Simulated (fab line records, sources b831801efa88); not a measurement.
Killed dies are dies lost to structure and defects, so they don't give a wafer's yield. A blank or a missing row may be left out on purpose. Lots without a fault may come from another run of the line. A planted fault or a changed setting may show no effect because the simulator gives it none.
Chamber matching | flow sky130 | SKY_VIA4_CMP_21 on cmp-01: 4 sister chambers
The step polishes, stops on SiO2, t overpolish 25 s, target thk 0 nm. 27 wafers are shown with their chamber, then 12 later ones without.

WAFERS WITH THEIR CHAMBER
wafer  | chamber | motor_current_A (A) | slurry_flow_ml_min | time_to_endpoint_s (s)
L075.2 | 1       | 12.5                | 150.6              | 127
L075.4 | 3       | 10.1                | 150.1              | 121
L075.6 | 2       | 12.4                | 150.5              | 123
L077.1 | 3       | 10.7                | 151.2              | 125
L077.2 | 1       | 13.4                | 149.7              | 131
L077.4 | 0       | 10.9                | 149.5              | 124
L079.1 | 1       | 13.5                | 150.3              | 117
L079.3 | 2       | 12.2                | 149.5              | 117
L079.5 | 0       | 10.4                | 149.6              | 119
L080.2 | 2       | 11.9                | 150.4              | 122
L080.3 | 0       | 10.4                | 149.6              | 125
L080.4 | 1       | 12.6                | 150.6              | 125
L082.1 | 2       | 12.2                | 149.7              | 122
L082.4 | 3       | 10.6                | 149.1              | 118
L082.5 | 1       | 12.5                | 149.8              | 122
L084.2 | 3       | 9.7                 | 150.3              | 124
L084.3 | 0       | 10.3                | 150.5              | 120
L084.4 | 1       | 12.0                | 149.8              | 123
L086.2 | 0       | 10.9                | 149.2              | 128
L086.3 | 2       | 12.0                | 150.7              | 125
L086.5 | 0       | 10.3                | 149.5              | 127
L087.2 | 0       | 10.8                | 150.4              | 123
L087.4 | 2       | 12.5                | 150.4              | 122
L087.6 | 3       | 10.4                | 151.0              | 125
L088.2 | 3       | 10.3                | 149.8              | 125
L088.4 | 0       | 10.1                | 150.4              | 127
L088.5 | 0       | 10.6                | 149.4              | 129

SIGNATURES (means of the wafers above)
reading            | chamber 0 | chamber 1 | chamber 2 | chamber 3 | scatter within a chamber
motor_current_A    | 10.522    | 12.750    | 12.200    | 10.300    | 0.378
slurry_flow_ml_min | 149.789   | 150.133   | 150.200   | 150.250   | 0.553
time_to_endpoint_s | 124.67    | 124.17    | 121.83    | 123.00    | 3.54
Rule: a wafer's distance from a chamber is the root of the sum, over the readings, of the square of ((its reading less the chamber's mean) divided by the reading's scatter). The wafer belongs to the nearest chamber; if the next one is less than 2 further off, it can't be placed. The scatter: the root of (the sum of the squares of (reading less its chamber's mean) over the shown wafers, divided by (wafers less chambers)).

WAFERS WITHOUT THEIR CHAMBER
wafer  | motor_current_A (A) | slurry_flow_ml_min | time_to_endpoint_s (s)
L089.2 | 12.6                | 149.4              | 118
L089.3 | 10.9                | 150.0              | 118
L089.6 | 10.9                | 150.1              | 117
L094.3 | 12.1                | 151.1              | 123
L094.4 | 10.2                | 150.2              | 122
L094.6 | 10.6                | 150.2              | 123
L095.2 | 12.5                | 149.8              | 124
L095.3 | 10.6                | 148.7              | 123
L095.5 | 13.0                | 150.2              | 124
L096.3 | 12.5                | 149.6              | 122
L096.5 | 12.7                | 149.5              | 122
L096.6 | 10.5                | 150.1              | 119

WHICH CHAMBER EACH WENT THROUGH
wafer  | from the rows above          | in truth
L089.2 | can't be placed: 2 or 1      | 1
L089.3 | can't be placed: 0 or 3 or 2 | 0
L089.6 | can't be placed: 3 or 0 or 2 | 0
L094.3 | can't be placed: 2 or 1      | 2
L094.4 | can't be placed: 3 or 0      | 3
L094.6 | can't be placed: 3 or 0      | 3
L095.2 | can't be placed: 1 or 2      | 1
L095.3 | can't be placed: 0 or 3      | 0
L095.5 | can't be placed: 1 or 2      | 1
L096.3 | can't be placed: 1 or 2      | 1
L096.5 | can't be placed: 1 or 2      | 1
L096.6 | can't be placed: 3 or 0      | 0
Placed correctly: 0 of 12. Can't be placed from these rows: 12 (the true chamber is among the candidates in 12). Placed wrongly: 0.
